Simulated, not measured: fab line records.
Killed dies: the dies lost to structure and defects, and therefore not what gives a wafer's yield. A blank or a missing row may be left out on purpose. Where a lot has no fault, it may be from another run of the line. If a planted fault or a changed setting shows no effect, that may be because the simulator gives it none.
A struck lot beside a sound one || flow sky130 || 15 steps out of a route of 708
Sound: wafers L182.2, L182.3, L182.5. Wafers L171.1, L171.2, L171.3 were the ones struck. The cause is given at the end.
Order at every step that has rows: each side's tool, ch and its chambers, its first start. Under that, the readings that differ: sound wafers || struck wafers || difference of the means || sigmas: that difference in standard deviations of wafers without a fault.
alike: a reading whose means differ by less than 2 such deviations, as well as words and numbers matching on both sides. not compared: withheld readings; readings where some wafer has no value; bounds like >300 that might hide an equal value; numbers whose values overlap and for which the record gives no deviation.
A row with sigmas, a row that says differs or no value, or rows on one side alone: a step with any of these is where the two part. Non-overlapping numbers with no deviation appear without sigmas and do not part them. A reading missing from all wafers of one side parts the sides only when that side holds two or more wafers.

SKY_METAL5_SPUTTER_01: material TiN, target thk 20 nm, time 16.7 s.
  sound on pvd sputter-03 at day 48 02:55; struck on pvd sputter-01 at day 45 18:57
  alike: throttle valve pct
SKY_METAL5_SPUTTER_02: material AlCu, target thk 1150 nm, time 61.2 s.
  sound on pvd sputter-03 at day 48 02:56; struck on pvd sputter-01 at day 45 18:59
  alike: throttle valve pct
SKY_METAL5_SPUTTER_03: material Ti, target thk 5 nm, time 3.3 s.
  sound on pvd sputter-03 at day 48 03:00; struck on pvd sputter-01 at day 45 19:02
  alike: throttle valve pct
SKY_METAL5_SPUTTER_04: material TiN, target thk 70 nm, time 58.3 s.
  sound on pvd sputter-03 at day 48 03:01; struck on pvd sputter-01 at day 45 19:02
  alike: throttle valve pct
SKY_METAL5_RS_MEAS_05: measurement is done with a four-point probe.
  sound on film metro-02 at day 48 03:05; struck on film metro-02 at day 45 19:05
  alike: METAL5_ALCU_RS
SKY_METAL5_THK_MEAS_06: measures by xrf.
  sound on film metro-02 at day 48 03:11; struck on film metro-02 at day 45 19:13
  alike: METAL5_ALCU_THK
then, 6 steps without rows for these wafers: SKY_METAL5_DEHYDRATE_07 (time 60 s); SKY_METAL5_HMDS_08 (prime time 60 s); SKY_METAL5_COAT_09 (resist thk 1800 nm); SKY_METAL5_SOFTBAKE_10 (time 60 s); SKY_METAL5_EXPOSE_11 (exposes mask MM5, target cd 1600 nm); SKY_METAL5_PEB_12.
SKY_METAL5_DEVELOP_13: develop time 60 s.
  sound on litho track-03 ch 0, day 48 20:25; struck on litho track-01 ch 0, day 46 14:41
{"reading": "developer temp C (C)", "sound": "22.95 23.09 23.02", "struck": "22.06 22.17 22.16", "difference": -0.89, "sigmas": -9}
SKY_METAL5_DESCUM_14: chemistry O2, time 11 s.
  sound on rie metal-03 ch 0, day 48 20:32; struck on rie metal-02 ch 1, day 46 14:50
  alike: drypump motor current A, oes product au
  not compared: rf hours counter h
SKY_PAD_OPEN_PROBE_99:
  sound on prober-02 at day 50 09:46; struck on prober-02 at day 48 08:19
  alike: defect limited yield, killed_at_M0_to_M3, killed_at_M4_up, killed at contacts, killed at front end, killed at other, killed dies, killed open, killed short, sort_bin_3_pad_short, sort_bin_5_function, sort_bin_6_memory, sort n pass, sort yield pct

WHERE THEY PART
Only at SKY_METAL5_DEVELOP_13, as far as this record shows. Later steps at which nothing parts them and some readings are alike: SKY_METAL5_DESCUM_14, SKY_PAD_OPEN_PROBE_99.

WHY: what had been put in by the simulator
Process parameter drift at SKY_METAL5_DEVELOP_13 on litho track-01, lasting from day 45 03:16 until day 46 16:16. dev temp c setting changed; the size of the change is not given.
